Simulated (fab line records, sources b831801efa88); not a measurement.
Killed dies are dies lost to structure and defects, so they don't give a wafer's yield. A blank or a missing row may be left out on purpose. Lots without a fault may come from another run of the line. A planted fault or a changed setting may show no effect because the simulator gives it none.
A struck lot beside a sound one | flow sky130 | 15 steps out of a route of 708
Sound: wafers L914.2, L914.4, L914.5. Struck: wafer L902.2. (L902.3 of the same lot was not struck and is left out.) The cause comes at the end.
At each step with rows: each side's tool, then ch and its chambers, then its first start. Under that, the readings that differ: sound wafers | struck wafers | difference of the means | sigmas: that difference in standard deviations of wafers without a fault.
alike: readings whose means differ by less than 2 such deviations, and words and numbers that are the same on both sides. not compared: withheld readings, readings that some wafer has no value for, bounds like >300 that may hide the same value, and numbers for which the record gives no deviation and whose values overlap.
The two part at a step that has a row with sigmas, a row that says differs or no value, or rows on one side only. Numbers that don't overlap but have no deviation are shown without sigmas and don't part them. A reading that every wafer of one side lacks parts them only if that side has two wafers or more.

first, 3 steps without rows for these wafers: SKY_METAL2_EXPOSE_12 (exposes mask MM2, target cd 140 nm); SKY_METAL2_PEB_13; SKY_METAL2_DEVELOP_14 (develop time 60 s).
SKY_METAL2_CD_MEAS_15: target cd 140 nm.
  sound on cd_sem-01, day 42 07:32; struck on cd_sem-01, day 37 22:32
  alike: cd_nm
SKY_METAL2_OVL_MEAS_16:
  sound on overlay-01, day 42 07:38; struck on overlay-02, day 37 22:38
  alike: METAL2_OVL
SKY_METAL2_DESCUM_17: chemistry O2, time 8 s.
  sound on rie_metal-02 ch 0,1, day 42 07:40; struck on rie_metal-01 ch 1, day 37 22:40
  reading               | sound             | struck | difference | sigmas
  oes_product_au (a.u.) | 1.010 0.996 0.995 | 1.016  | +0.016     | +2
  alike: drypump_motor_current_A
  not compared: rf_hours_counter_h
SKY_METAL2_ETCH_18: etches BARC in N2/H2, stops on SiO2, time 45.9 s, target depth 60 nm.
  sound on rie_metal-02 ch 0,1, day 42 07:42; struck on rie_metal-01 ch 1, day 37 22:42
  reading               | sound             | struck | difference | sigmas
  oes_product_au (a.u.) | 0.860 0.858 0.855 | 0.845  | -0.013     | -3
  alike: drypump_motor_current_A, throttle_valve_pct
  not compared: rf_hours_counter_h
SKY_METAL2_METAL_ETCH_19: etches the open film in Cl2/BCl3, stops on SiO2, target depth 360 nm, time 78 s.
  sound on rie_metal-02 ch 0,1, day 42 07:46; struck on rie_metal-01 ch 1, day 37 22:46
  reading                | sound                | struck | difference | sigmas
  throttle_valve_pct (%) | 22.265 22.264 22.271 | 22.246 | -0.021     | -2
  alike: drypump_motor_current_A, oes_product_au
  not compared: rf_hours_counter_h
SKY_METAL2_STRIP_20: strips in O2/N2.
  sound on plasma_asher-04 ch 0,1, day 42 07:52; struck on plasma_asher-04 ch 1, day 37 22:51
  reading                      | sound          | struck | difference | sigmas
  strip_time_to_endpoint_s (s) | 2.65 2.74 2.75 | 2.65   | -0.06      | -2
  alike: drypump_motor_current_A, oes_product_au
  not compared: rf_hours_counter_h
then, 3 steps without rows for these wafers: SKY_METAL2_STRIP_21 (strips in post etch residue remover, time 1200 s); SKY_METAL2_CLEAN_22 (cleans in IPA, time 180 s); SKY_METAL2_CLEAN_23 (cleans in O3/DIW).
SKY_VIA2_HDPCVD_00: deposits SiO2, target thk 1180 nm, time 196.7 s.
  sound on hdpcvd-01 ch 0,1,2, day 42 08:29; struck on hdpcvd-01 ch 2, day 37 23:27
  reading                                  | sound          | struck | difference | sigmas
  model.SiO2_of_VIA2_HDPCVD_00.thk_nm (nm) | 1164 1158 1178 | 1543   | +376       |
  alike: susceptor_temp_C
SKY_VIA2_THK_MEAS_01:
  sound on film_metro-04, day 42 08:37; struck on film_metro-04, day 37 23:35
  reading              | sound          | struck | difference | sigmas
  VIA2_HDPCVD_THK (nm) | 1164 1157 1178 | 1545   | +379       | +32
SKY_VIA2_CMP_02: polishes SiO2.
  sound on cmp-01 ch 0,2,3, day 42 09:28; struck on cmp-01 ch 3, day 37 23:38
  alike: motor_current_A

WHERE THEY PART
First at SKY_METAL2_DESCUM_17; last, within this record, at SKY_VIA2_THK_MEAS_01. Later steps at which nothing parts them and some readings are alike: SKY_VIA2_CMP_02.

WHY: what the simulator had put in
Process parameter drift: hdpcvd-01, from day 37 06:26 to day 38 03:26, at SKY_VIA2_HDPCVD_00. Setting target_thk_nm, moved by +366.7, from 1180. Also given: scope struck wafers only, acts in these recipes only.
